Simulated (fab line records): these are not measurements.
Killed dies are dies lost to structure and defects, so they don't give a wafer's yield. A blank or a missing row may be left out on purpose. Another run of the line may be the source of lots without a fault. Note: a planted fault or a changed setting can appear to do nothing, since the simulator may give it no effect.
Struck lot and sound lot, side by side    flow sfq line    42 out of 325 route steps
Sound: these wafers, L590.1, L590.3, L590.5. Struck: wafers L595.3, L595.5. (L595.4 of the same lot was not struck and is left out.) The cause comes at the end.
For every step that has rows: the tool of each side, followed by ch and its chambers, followed by its first start. Under that, the readings that differ: sound wafers    struck wafers    difference of the means    sigmas: that difference in standard deviations of wafers without a fault.
alike: readings whose means differ by less than 2 such deviations, and words and numbers that are the same on both sides. not compared: withheld readings, readings that some wafer has no value for, bounds like >300 that may hide the same value, and numbers for which the record gives no deviation and whose values overlap.
Wherever a step has rows on one side only, a row that says differs or no value, or a row with sigmas, the two part there. When numbers do not overlap yet have no deviation, they are printed without sigmas and do not part them. A reading that every wafer of one side lacks parts them only if that side has two wafers or more.

first, 6 steps without rows for these wafers: SFQ_TRILAYER_L0_VIA_LITHO_COAT_018 (resist thk 62 nm); SFQ_TRILAYER_L0_VIA_LITHO_COAT_013 (resist thk 650 nm); SFQ_TRILAYER_L0_VIA_LITHO_SOFTBAKE_017; SFQ_TRILAYER_L0_VIA_LITHO_EXPOSE_014 (exposes mask L0V, target cd 700 nm); SFQ_TRILAYER_L0_VIA_LITHO_PEB_016 (peb time 60 s); SFQ_TRILAYER_L0_VIA_LITHO_DEVELOP_015 (time 60 s).
SFQ_L0V_OVL_MEAS_903:
  sound on overlay-02, day 7 19:50; struck on overlay-02, day 8 17:00
  alike: L0V_OVL
then, 5 steps without rows for these wafers: SFQ_TRILAYER_L0_VIA_BARC_OPEN_VIA_ETCH_021 (etches BARC in O2, target depth 125 nm, time 41.7 s); SFQ_TRILAYER_L0_VIA_ETCH_VIA_ETCH_016 (etches SiO2 in CHF3, stops on MoNx KI, target depth 80 nm); SFQ_TRILAYER_L0_VIA_STRIP_STRIP_017 (strips in O2); SFQ_TRILAYER_L0_VIA_STRIP_SOLV_CLEAN_018 (cleans in NMP, time 600 s); SFQ_TRILAYER_M0_DEP_PRE_CLEAN_020 (time 15 s).
SFQ_TRILAYER_M0_DEP_SPUTTER_019: material Nb, target thk 200 nm, time 133.3 s.
  sound on pvd sputter-06, day 7 20:46; struck on pvd sputter-04, day 8 17:55
reading                                              sound              struck       difference  sigmas
model.Nb_of_TRILAYER_M0_DEP_SPUTTER_019.thk nm (nm)  199.3 203.8 199.8  190.8 189.3  -10.9       
  alike: throttle valve pct
SFQ_M0_RS_MEAS_904: uses a four-point probe to measure.
  sound on film metro-04, day 7 20:51; struck on film metro-02, day 8 18:02
reading            sound              struck       difference  sigmas
M0_NB_RS (ohm/sq)  0.895 0.872 0.891  0.933 0.940  +0.050      +5
then, 6 steps without rows for these wafers: SFQ_TRILAYER_M0_LITHO_COAT_026 (resist thk 62 nm); SFQ_TRILAYER_M0_LITHO_COAT_021 (resist thk 600 nm); SFQ_TRILAYER_M0_LITHO_SOFTBAKE_025; SFQ_TRILAYER_M0_LITHO_EXPOSE_022 (exposes mask M0, target cd 500 nm); SFQ_TRILAYER_M0_LITHO_PEB_024 (peb time 60 s); SFQ_TRILAYER_M0_LITHO_DEVELOP_023 (time 60 s).
-- the record jumps here: 5 days lie between the struck wafers' starts before and after --
SFQ_M0_OVL_MEAS_906:
  sound on overlay-01, day 12 15:46; struck on overlay-01, day 13 17:43
  alike: M0_OVL
then, 1 step without rows for these wafers: SFQ_TRILAYER_M0_BARC_OPEN_METAL_ETCH_031 (etches BARC in O2, target depth 125 nm, time 41.7 s).
SFQ_TRILAYER_M0_ETCH_METAL_ETCH_024: etches Nb in Cl2/Ar, stops on SiO2, target depth 240 nm, time 120 s.
  sound on rie metal-03 ch 1, day 12 15:51; struck on rie metal-03 ch 0, day 13 17:50
reading                         sound              struck       difference  sigmas
oes product au (a.u.)           0.889 0.908 0.895  0.870 0.867  -0.029      -3
model.M0.feature depth nm (nm)  199.3 203.8 199.8  190.8 189.3  -10.9       
model.etch.depth nm (nm)        199.3 203.8 199.8  190.8 189.3  -10.9       
  alike: chamber pressure mTorr, drypump motor current A, rf fwd power W
  not compared: rf hours counter h
SFQ_TRILAYER_M0_STRIP_STRIP_025: strips in O2.
  sound on rie metal-03 ch 1, day 12 15:59; struck on rie metal-03 ch 0, day 13 18:08
  alike: chamber pressure mTorr, drypump motor current A, oes product au
  not compared: rf hours counter h
then, 2 steps without rows for these wafers: SFQ_TRILAYER_M0_STRIP_SOLV_CLEAN_026 (cleans in NMP, time 600 s); SFQ_TRILAYER_I0_DEP_PECVD_027 (deposits SiO2 from SiH4/N2O, time 111.11 s, target thk 500 nm).
SFQ_TRILAYER_I0_CMP_CMP_028: polishes SiO2.
  sound on cmp-01 ch 1,2, day 12 16:52; struck on cmp-01 ch 0,2, day 13 20:17
  alike: motor current A, time to endpoint s
SFQ_I0_BOW_MEAS_907:
  sound on film metro-03, day 12 19:52; struck on film metro-01, day 13 21:49
  alike: I0_BOW
SFQ_TRILAYER_I0_METRO_MEASURE_029:
  sound on film metro-03, day 12 19:59; struck on film metro-01, day 13 22:18
  alike: thk nm
then, 6 steps without rows for these wafers: SFQ_TRILAYER_I0_VIA_LITHO_COAT_036 (resist thk 62 nm); SFQ_TRILAYER_I0_VIA_LITHO_COAT_031 (resist thk 650 nm); SFQ_TRILAYER_I0_VIA_LITHO_SOFTBAKE_035; SFQ_TRILAYER_I0_VIA_LITHO_EXPOSE_032 (exposes mask I0, target cd 500 nm); SFQ_TRILAYER_I0_VIA_LITHO_PEB_034 (peb time 60 s); SFQ_TRILAYER_I0_VIA_LITHO_DEVELOP_033 (time 60 s).
-- the record jumps here: 6 days lie between the struck wafers' starts before and after --
SFQ_I0_OVL_MEAS_908:
  sound on overlay-01, day 17 15:28; struck on overlay-02, day 19 17:25
  alike: I0_OVL
SFQ_TRILAYER_I0_VIA_BARC_OPEN_VIA_ETCH_046: etches BARC in O2, target depth 125 nm, time 41.7 s.
  sound on rie diel-03 ch 0,1,2, day 17 15:30; struck on rie diel-02 ch 1,2, day 19 17:27
  alike: chamber pressure mTorr, drypump motor current A, oes product au, rf fwd power W
  not compared: rf hours counter h
SFQ_TRILAYER_I0_VIA_ETCH_VIA_ETCH_034: etches SiO2 in CHF3, stops on Nb, target depth 260 nm.
  sound on rie diel-03 ch 0,1,2, day 17 15:32; struck on rie diel-02 ch 1,2, day 19 17:29
  alike: chamber pressure mTorr, drypump motor current A, oes product au, rf fwd power W
then, 3 steps without rows for these wafers: SFQ_TRILAYER_I0_VIA_STRIP_STRIP_035 (strips in O2); SFQ_TRILAYER_I0_VIA_STRIP_SOLV_CLEAN_036 (cleans in NMP, time 600 s); SFQ_TRILAYER_M1_DEP_PRE_CLEAN_038 (time 22.5 s).
-- the record jumps here: 71 days lie between the struck wafers' starts before and after --
SFQ_M8_BOW_MEAS_951:
  sound on film metro-03, day 89 13:09; struck on film metro-01, day 90 11:49
reading                  sound                 struck         difference  sigmas
model.etest.m0.ohm um    1.78 1.731 1.771      1.882 1.899    +0.130      
model.etest.m0.ohm sq    0.8931 0.8733 0.8907  0.9325 0.9401  +0.0506     
model.etest.i0.link ohm  1.971 1.966 1.963     2.01 2.039     +0.06       
  alike: M8_BOW

== WHERE THEY PART ==
Earliest at SFQ_M0_RS_MEAS_904; latest, in this record, at SFQ_TRILAYER_M0_ETCH_METAL_ETCH_024. Later steps at which nothing parts them and some readings are alike: SFQ_TRILAYER_M0_STRIP_STRIP_025, SFQ_TRILAYER_I0_CMP_CMP_028, SFQ_I0_BOW_MEAS_907, SFQ_TRILAYER_I0_METRO_MEASURE_029, SFQ_I0_OVL_MEAS_908, SFQ_TRILAYER_I0_VIA_BARC_OPEN_VIA_ETCH_046, SFQ_TRILAYER_I0_VIA_ETCH_VIA_ETCH_034, SFQ_M8_BOW_MEAS_951.

WHY: whatever the simulator had introduced
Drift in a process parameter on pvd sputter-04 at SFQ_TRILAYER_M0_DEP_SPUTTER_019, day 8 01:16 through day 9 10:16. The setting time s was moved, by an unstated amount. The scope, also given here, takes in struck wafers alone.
